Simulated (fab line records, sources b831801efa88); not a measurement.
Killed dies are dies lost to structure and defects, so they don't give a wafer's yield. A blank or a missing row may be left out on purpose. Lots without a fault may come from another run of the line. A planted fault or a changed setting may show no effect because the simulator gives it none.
Which tool did it? | flow sky130 | 24 lots, 72 wafers sampled, at 6 steps of a route of 708

WHAT THE GAUGES READ, wafer by wafer
SKY_SPACER_THK_MEAS_01. Usual: SPACER_CVD_00_THK 43.0 nm, standard deviation 0.36.
lot  | measured     | on            | SPACER_CVD_00_THK (nm) | flag
L074 | day 23 07:27 | film_metro-03 | 43.1 42.8 42.9         |
L076 | day 23 20:16 | film_metro-03 | 43.3 43.4 43.2         |
L077 | day 24 01:08 | film_metro-03 | 42.4 42.7 42.6         |
L075 | day 24 02:20 | film_metro-02 | 43.0 43.0 42.4         |
L078 | day 24 02:20 | film_metro-04 | 42.9 43.2 43.2         |
L079 | day 24 23:37 | film_metro-03 | 42.3 42.7 42.6         |
L080 | day 25 07:40 | film_metro-04 | 43.4 43.4 43.0         |
L081 | day 25 11:16 | film_metro-04 | 43.2 43.0 43.0         |
L082 | day 25 19:47 | film_metro-02 | 43.0 42.8 43.0         |
L083 | day 25 22:21 | film_metro-04 | 43.4 43.1 43.3         |
L084 | day 26 07:26 | film_metro-03 | 43.0 42.9 42.9         |
L085 | day 26 13:51 | film_metro-02 | 42.8 43.0 42.4         |
L086 | day 26 22:50 | film_metro-03 | 42.7 42.6 43.1         |
L087 | day 27 04:09 | film_metro-03 | 43.1 43.3 42.9         |
L088 | day 27 10:51 | film_metro-04 | 42.8 42.7 42.8         |
L089 | day 28 02:22 | film_metro-04 | 42.8 42.7 42.5         |
L090 | day 28 07:47 | film_metro-02 | 43.0 42.9 43.0         |
L091 | day 28 18:19 | film_metro-02 | 43.0 43.1 43.7         |
L092 | day 29 02:44 | film_metro-02 | 43.0 42.9 42.9         |
L093 | day 29 06:22 | film_metro-04 | 43.0 43.5 43.3         |
L094 | day 30 03:28 | film_metro-02 | 43.4 43.7 43.4         |
L095 | day 30 21:11 | film_metro-03 | 42.6 42.8 42.8         |
L096 | day 30 23:46 | film_metro-03 | 43.9 43.7 44.0         |
L097 | day 30 23:46 | film_metro-04 | 43.5 43.8 43.6         |

SKY_SD_P_TW_MEAS_11. Usual: SD_P_TW 2862, standard deviation 14.
lot  | measured     | on            | SD_P_TW        | flag
L074 | day 25 20:01 | film_metro-03 | 2872 2872 2874 |
L076 | day 26 08:36 | film_metro-01 | 2895 2871 2848 |
L077 | day 26 12:05 | film_metro-03 | 2868 2848 2848 |
L075 | day 26 12:59 | film_metro-04 | 2848 2852 2842 |
L078 | day 26 13:24 | film_metro-03 | 2848 2845 2846 |
L079 | day 27 11:37 | film_metro-04 | 2864 2842 2862 |
L080 | day 27 18:37 | film_metro-04 | 2872 2857 2840 |
L081 | day 27 21:50 | film_metro-04 | 2849 2877 2883 |
L082 | day 28 05:41 | film_metro-04 | 2845 2852 2843 |
L083 | day 28 09:44 | film_metro-03 | 2853 2846 2864 |
L084 | day 28 16:14 | film_metro-03 | 2859 2853 2844 |
L085 | day 28 23:36 | film_metro-03 | 2854 2843 2850 |
L086 | day 29 07:44 | film_metro-01 | 2868 2869 2878 |
L087 | day 29 13:22 | film_metro-04 | 2866 2849 2850 |
L088 | day 29 18:44 | film_metro-01 | 2869 2877 2858 |
L089 | day 30 10:50 | film_metro-03 | 2857 2894 2862 |
L090 | day 30 14:59 | film_metro-03 | 2891 2888 2874 |
L091 | day 31 01:36 | film_metro-04 | 2865 2871 2876 |
L092 | day 31 10:11 | film_metro-01 | 2870 2861 2883 |
L093 | day 31 14:02 | film_metro-01 | 2870 2872 2875 |
L094 | day 32 10:20 | film_metro-03 | 2872 2877 2875 |
L095 | day 33 02:35 | film_metro-01 | 2852 2875 2868 |
L096 | day 33 05:21 | film_metro-04 | 2836 2842 2837 |
L097 | day 33 04:46 | film_metro-03 | 2877 2884 2883 |

SKY_METAL1_RS_MEAS_05: measures by four-point-probe. Usual: METAL1_ALCU_RS 0.1271 ohm/sq, standard deviation 0.0014.
lot  | measured     | on            | METAL1_ALCU_RS (ohm/sq) | flag
L074 | day 31 21:32 | film_metro-04 | 0.1261 0.1273 0.1259    |
L076 | day 32 10:27 | film_metro-02 | 0.1257 0.1254 0.1254    |
L077 | day 32 12:37 | film_metro-02 | 0.1279 0.1282 0.1268    |
L075 | day 32 15:10 | film_metro-03 | 0.1284 0.1302 0.1297    |
L078 | day 32 16:20 | film_metro-04 | 0.1268 0.1268 0.1260    |
L079 | day 33 11:24 | film_metro-02 | 0.1249 0.1237 0.1240    |
L080 | day 33 18:25 | film_metro-03 | 0.1303 0.1297 0.1281    |
L081 | day 33 21:16 | film_metro-04 | 0.1285 0.1297 0.1271    |
L082 | day 34 03:28 | film_metro-02 | 0.1264 0.1271 0.1271    |
L083 | day 34 07:02 | film_metro-03 | 0.1269 0.1269 0.1266    |
L084 | day 34 13:19 | film_metro-02 | 0.1272 0.1276 0.1286    |
L085 | day 34 21:10 | film_metro-03 | 0.1247 0.1276 0.1259    |
L086 | day 35 05:54 | film_metro-03 | 0.1260 0.1274 0.1272    |
L087 | day 35 08:39 | film_metro-03 | 0.1278 0.1277 0.1277    |
L088 | day 35 13:40 | film_metro-02 | 0.1300 0.1298 0.1287    |
L089 | day 36 06:09 | film_metro-04 | 0.1277 0.1268 0.1277    |
L090 | day 36 09:26 | film_metro-03 | 0.1269 0.1270 0.1277    |
L091 | day 36 19:29 | film_metro-02 | 0.1243 0.1252 0.1252    |
L092 | day 37 03:19 | film_metro-02 | 0.1279 0.1283 0.1275    |
L093 | day 37 08:17 | film_metro-02 | 0.1265 0.1265 0.1270    |
L094 | day 38 02:02 | film_metro-03 | 0.1274 0.1277 0.1266    |
L095 | day 38 16:34 | film_metro-04 | 0.1275 0.1277 0.1268    |
L096 | day 38 21:10 | film_metro-03 | 0.1259 0.1283 0.1266    |
L097 | day 38 19:35 | film_metro-03 | 0.1261 0.1248 0.1259    |

SKY_CAP2M_THK_MEAS_04: measures by xrf. Usual: CAP2M_TIN_THK 198.9 nm, standard deviation 3.
lot  | measured     | on            | CAP2M_TIN_THK (nm) | flag
L074 | day 39 20:55 | film_metro-01 | 201.8 203.4 199.8  |
L076 | day 40 07:37 | film_metro-02 | 202.9 203.5 203.9  |
L077 | day 40 10:04 | film_metro-03 | 198.7 200.0 198.4  |
L075 | day 40 12:35 | film_metro-03 | 195.1 194.2 197.2  |
L078 | day 40 13:19 | film_metro-02 | 202.3 201.3 199.7  |
L079 | day 41 06:13 | film_metro-01 | 202.2 200.9 201.3  |
L080 | day 41 13:26 | film_metro-02 | 202.1 198.5 202.9  |
L081 | day 41 15:52 | film_metro-01 | 198.2 196.5 198.3  |
L082 | day 41 20:21 | film_metro-02 | 203.3 202.0 204.1  |
L083 | day 41 23:48 | film_metro-01 | 196.7 196.6 198.5  |
L084 | day 42 07:10 | film_metro-03 | 198.8 199.4 201.6  |
L085 | day 42 13:37 | film_metro-01 | 196.0 196.9 197.9  |
L086 | day 42 22:23 | film_metro-03 | 197.2 195.2 196.1  |
L087 | day 42 23:30 | film_metro-02 | 198.1 201.1 199.7  |
L088 | day 43 03:50 | film_metro-03 | 199.4 200.1 200.9  |
L089 | day 43 19:43 | film_metro-03 | 192.4 193.6 191.9  |
L090 | day 43 23:03 | film_metro-03 | 198.1 195.3 197.5  |
L091 | day 44 07:29 | film_metro-02 | 201.8 200.6 199.7  |
L092 | day 44 12:13 | film_metro-03 | 197.3 195.5 197.2  |
L093 | day 44 17:03 | film_metro-03 | 199.5 197.2 197.8  |
L094 | day 45 07:46 | film_metro-01 | 198.1 199.1 197.5  |
L095 | day 46 00:08 | film_metro-01 | 200.2 199.6 199.7  |
L096 | day 46 00:59 | film_metro-02 | 200.4 204.6 203.4  |
L097 | day 46 00:38 | film_metro-03 | 194.7 194.2 194.2  |

SKY_PAD_OPEN_BOW_MEAS_13. Usual: PAD_OPEN_BOW 48 um, standard deviation 8.5.
lot  | measured     | on            | PAD_OPEN_BOW (um) | flag
L074 | day 45 20:37 | film_metro-03 | 53 60 66          |
L076 | day 46 06:47 | film_metro-01 | 43 50 57          |
L077 | day 46 07:05 | film_metro-01 | 42 53 40          |
L075 | day 46 08:15 | film_metro-03 | 40 55 47          |
L078 | day 46 09:30 | film_metro-02 | 37 28 31          |
L079 | day 47 01:31 | film_metro-03 | 52 61 63          |
L080 | day 47 05:37 | film_metro-01 | 48 48 39          |
L081 | day 47 08:29 | film_metro-03 | 42 37 55          |
L082 | day 47 13:50 | film_metro-01 | 52 55 55          |
L083 | day 47 16:29 | film_metro-03 | 37 36 53          |
L084 | day 47 21:41 | film_metro-03 | 45 35 45          |
L085 | day 48 03:13 | film_metro-01 | 66 63 60          |
L086 | day 48 12:01 | film_metro-01 | 42 36 44          |
L087 | day 48 12:05 | film_metro-03 | 42 49 33          |
L088 | day 48 15:26 | film_metro-01 | 51 48 45          |
L089 | day 49 05:22 | film_metro-01 | 57 50 46          |
L090 | day 49 06:52 | film_metro-03 | 44 58 54          |
L091 | day 49 13:23 | film_metro-03 | 35 60 62          |
L092 | day 49 15:35 | film_metro-01 | 41 48 47          |
L093 | day 49 19:35 | film_metro-02 | 44 42 39          |
L094 | day 50 06:53 | film_metro-02 | 40 47 45          |
L095 | day 50 18:02 | film_metro-01 | 53 43 59          |
L096 | day 50 19:52 | film_metro-02 | 49 69 56          |
L097 | day 50 19:22 | film_metro-02 | 58 50 45          |

WHICH TOOL RAN EACH LOT (tool, then ch and the chambers of the sampled wafers, then the start)
lot  | SKY_METAL1_SPUTTER_02
L074 | pvd_sputter-02, day 31 21:25
L076 | pvd_sputter-03, day 32 10:19
L077 | pvd_sputter-03, day 32 12:31
L075 | pvd_sputter-04, day 32 15:04
L078 | pvd_sputter-02, day 32 16:13
L079 | pvd_sputter-04, day 33 11:19
L080 | pvd_sputter-04, day 33 18:16
L081 | pvd_sputter-04, day 33 21:11
L082 | pvd_sputter-02, day 34 03:23
L083 | pvd_sputter-02, day 34 06:56
L084 | pvd_sputter-03, day 34 13:13
L085 | pvd_sputter-04, day 34 21:04
L086 | pvd_sputter-02, day 35 05:49
L087 | pvd_sputter-04, day 35 08:31
L088 | pvd_sputter-03, day 35 13:34
L089 | pvd_sputter-03, day 36 06:04
L090 | pvd_sputter-03, day 36 09:20
L091 | pvd_sputter-04, day 36 19:21
L092 | pvd_sputter-02, day 37 03:13
L093 | pvd_sputter-02, day 37 08:11
L094 | pvd_sputter-03, day 38 01:57
L095 | pvd_sputter-02, day 38 16:29
L096 | pvd_sputter-04, day 38 21:04
L097 | pvd_sputter-02, day 38 19:27
- SKY_METAL1_SPUTTER_02: material AlCu, target thk 250 nm, time 13.3 s.

WHAT THE TOOLS THEMSELVES READ (means of the sampled wafers that have a number; where no wafer has one, the mark that the record gives instead)
SKY_METAL1_SPUTTER_02. Usual: throttle_valve_pct 30.0 %, standard deviation 1.1.
lot  | tool           | throttle_valve_pct (%) | flag
L074 | pvd_sputter-02 | 29.8                   |
L076 | pvd_sputter-03 | 30.4                   |
L077 | pvd_sputter-03 | 31.0                   |
L075 | pvd_sputter-04 | 30.4                   |
L078 | pvd_sputter-02 | 29.8                   |
L079 | pvd_sputter-04 | 31.0                   |
L080 | pvd_sputter-04 | 30.0                   |
L081 | pvd_sputter-04 | 30.2                   |
L082 | pvd_sputter-02 | 29.8                   |
L083 | pvd_sputter-02 | 29.8                   |
L084 | pvd_sputter-03 | 29.1                   |
L085 | pvd_sputter-04 | 30.9                   |
L086 | pvd_sputter-02 | 30.8                   |
L087 | pvd_sputter-04 | 30.9                   |
L088 | pvd_sputter-03 | 29.6                   |
L089 | pvd_sputter-03 | 29.8                   |
L090 | pvd_sputter-03 | 30.2                   |
L091 | pvd_sputter-04 | 30.4                   |
L092 | pvd_sputter-02 | 29.0                   |
L093 | pvd_sputter-02 | 30.8                   |
L094 | pvd_sputter-03 | 30.5                   |
L095 | pvd_sputter-02 | 30.0                   |
L096 | pvd_sputter-04 | 30.3                   |
L097 | pvd_sputter-02 | 29.7                   |

THE ANSWER, worked out from the rows above alone
Rule: a lot is off if the mean of its wafers that have a number lies more than 3 standard deviations from the usual mean. A lot without any number at a reading at which 4 lots or more have one is off too. The other lots that the step has rows for count as sound. The gauges are gone through in route order, then the tools' own readings, and for those a lot's mean is taken as printed above. The first step at which some lot is off is used, and at that step the reading that is off furthest; a lot without a number counts as furthest.
No lot is off at any reading shown: from this, nothing can be told.

WHAT THE SIMULATOR HAD PUT IN
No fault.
